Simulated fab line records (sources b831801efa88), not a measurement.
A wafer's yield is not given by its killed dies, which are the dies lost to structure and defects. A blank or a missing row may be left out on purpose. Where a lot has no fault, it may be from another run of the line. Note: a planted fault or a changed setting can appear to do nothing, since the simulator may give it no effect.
Which tool was responsible?    flow sky130    Sampling: 11 lots, 33 wafers, 5 of 708 route steps

## WHAT THE GAUGES SHOWED, per wafer
SKY_CAPM_RS_MEAS_03: the measuring method here is four-point-probe.
lot   measured      on             CAPM_TIN_RS (ohm/sq)
L503  day 37 04:05  film_metro-01  6.93 6.88 7.01
L504  day 37 16:44  film_metro-04  6.98 7.01 6.97
L505  day 37 18:09  film_metro-03  6.76 6.85 6.93
L506  day 38 06:13  film_metro-01  7.04 7.03 7.05
L514  day 40 16:35  film_metro-01  6.90 6.92 6.86
L518  day 41 18:24  film_metro-04  6.82 6.89 6.83
L519  day 42 03:40  film_metro-04  6.90 6.84 6.84
L520  day 42 05:31  film_metro-01  6.90 6.92 6.90
L521  day 42 22:48  film_metro-01  6.92 6.92 6.87
L524  day 43 05:49  film_metro-03  6.99 6.96 6.98
L523  day 43 06:29  film_metro-04  6.88 6.89 6.86

SKY_VIA3_THK_MEAS_01.
lot   measured      on             VIA3_HDPCVD_THK (nm)
L503  day 39 08:53  film_metro-01  1653 1649 1663
L504  day 39 20:28  film_metro-02  1648 1656 1633
L505  day 39 22:43  film_metro-01  3310 3266 3313
L506  day 40 09:26  film_metro-01  3276 3250 3249
L514  day 42 17:13  film_metro-01  3263 3254 3247
L518  day 43 17:16  film_metro-01  1624 1642 1645
L519  day 44 02:58  film_metro-04  1613 1643 1622
L520  day 44 04:06  film_metro-04  1631 1641 1639
L521  day 44 21:08  film_metro-02  1639 1607 1652
L524  day 45 03:02  film_metro-04  1621 1631 1644
L523  day 45 04:25  film_metro-02  1640 1621 1623

## TOOL THAT RAN EACH LOT (tool first, then ch and the chambers of the sampled wafers, then the start)
lot   SKY_VIA2_ETCH_15                    SKY_METAL3_SPUTTER_01         SKY_VIA3_HDPCVD_00
L503  rie_diel-04 ch 0,1,2, day 37 02:23  pvd_sputter-01, day 37 03:46  hdpcvd-02 ch 0,1, day 39 08:37
L504  rie_diel-04 ch 1,2, day 37 15:03    pvd_sputter-02, day 37 16:24  hdpcvd-01 ch 0,1,2, day 39 20:18
L505  rie_diel-02 ch 0,2, day 37 16:29    pvd_sputter-01, day 37 17:49  hdpcvd-01 ch 0,1, day 39 22:13
L506  rie_diel-04 ch 0,2, day 38 04:30    pvd_sputter-01, day 38 05:51  hdpcvd-01 ch 0,1, day 40 08:54
L514  rie_diel-03 ch 1,2, day 40 14:51    pvd_sputter-03, day 40 16:14  hdpcvd-01 ch 0,2, day 42 16:39
L518  rie_diel-04 ch 0,1,3, day 41 13:06  pvd_sputter-01, day 41 18:02  hdpcvd-01 ch 1,2, day 43 17:04
L519  rie_diel-04 ch 0,1,2, day 42 01:59  pvd_sputter-02, day 42 03:20  hdpcvd-01 ch 0,1,2, day 44 02:47
L520  rie_diel-04 ch 0,1, day 42 03:43    pvd_sputter-01, day 42 05:10  hdpcvd-01 ch 0,1, day 44 03:55
L521  rie_diel-04 ch 0,2, day 42 21:08    pvd_sputter-01, day 42 22:29  hdpcvd-01 ch 0,1,2, day 44 20:58
L524  rie_diel-02 ch 0,1,3, day 43 04:06  pvd_sputter-01, day 43 05:27  hdpcvd-01 ch 1,2, day 45 02:51
L523  rie_diel-04 ch 0,1,3, day 43 04:46  pvd_sputter-03, day 43 06:09  hdpcvd-02 ch 0,1,2, day 45 04:15
- SKY_VIA2_ETCH_15: etches SiO2 in C4F8/O2/Ar, stops on TiN, target depth 546 nm, time 84 s.
- SKY_METAL3_SPUTTER_01: material TiN, target thk 20 nm, time 16.7 s.
- SKY_VIA3_HDPCVD_00: deposits SiO2, target thk 1635 nm, time 272.5 s.

## AS READ BY THE TOOLS THEMSELVES (means over the sampled wafers that have a number; for cases with no such wafer, the mark the record gives instead)
SKY_VIA2_ETCH_15.
lot   tool         oes_product_au (a.u.)
L503  rie_diel-04  0.936
L504  rie_diel-04  0.941
L505  rie_diel-02  0.939
L506  rie_diel-04  0.944
L514  rie_diel-03  0.937
L518  rie_diel-04  0.934
L519  rie_diel-04  0.940
L520  rie_diel-04  0.933
L521  rie_diel-04  0.944
L524  rie_diel-02  0.938
L523  rie_diel-04  0.942

SKY_METAL3_SPUTTER_01.
lot   tool            throttle_valve_pct (%)
L503  pvd_sputter-01  29.9
L504  pvd_sputter-02  30.3
L505  pvd_sputter-01  30.1
L506  pvd_sputter-01  30.6
L514  pvd_sputter-03  29.6
L518  pvd_sputter-01  30.5
L519  pvd_sputter-02  30.2
L520  pvd_sputter-01  29.7
L521  pvd_sputter-01  30.7
L524  pvd_sputter-01  29.3
L523  pvd_sputter-03  29.8

SKY_VIA3_HDPCVD_00.
lot   tool       sih4_flow_sccm (sccm)  susceptor_temp_C (C)
L503  hdpcvd-02  60.24                  400.08
L504  hdpcvd-01  59.96                  400.11
L505  hdpcvd-01  60.13                  400.11
L506  hdpcvd-01  60.03                  400.14
L514  hdpcvd-01  60.02                  400.05
L518  hdpcvd-01  60.22                  400.08
L519  hdpcvd-01  59.92                  399.93
L520  hdpcvd-01  59.80                  399.94
L521  hdpcvd-01  60.19                  400.02
L524  hdpcvd-01  60.17                  399.94
L523  hdpcvd-02  60.03                  399.97

## THE ANSWER, worked out from the rows above alone
Rule: usual is defined by the lots themselves. The widest of any qualifying gaps counts: lots, ordered by their means at a reading, are off when they make up no more than a third of the lots, leave a main group of 4 or more, and stand apart from it by 3 or more times the standard deviation of that group's means. Not used: any main group whose means are identical at the precision the tables above print for the reading. A lot without any number at a reading at which 4 lots or more have one is off too. Any other lot the step has rows for is counted as sound. Order of review: gauges by route order, followed by the tools' own readings, for which a lot's mean as printed above is used. At the first step where some lot is off, the reading lying furthest off is the one used; lots without a number count as furthest.
Off: L505, L506, L514, seen at SKY_VIA3_THK_MEAS_01 (VIA3_HDPCVD_THK). The main group has a mean of 1637 nm with a standard deviation of 9.
If a tool, at a process step before that reading, ran all the lots that are off and no sound lot after the first of them, it fits. Those tools and the gauges at SKY_VIA3_THK_MEAS_01 are tried in the same way. Not one of the candidates tried fits.

## WHAT WAS PUT IN BY THE SIMULATOR
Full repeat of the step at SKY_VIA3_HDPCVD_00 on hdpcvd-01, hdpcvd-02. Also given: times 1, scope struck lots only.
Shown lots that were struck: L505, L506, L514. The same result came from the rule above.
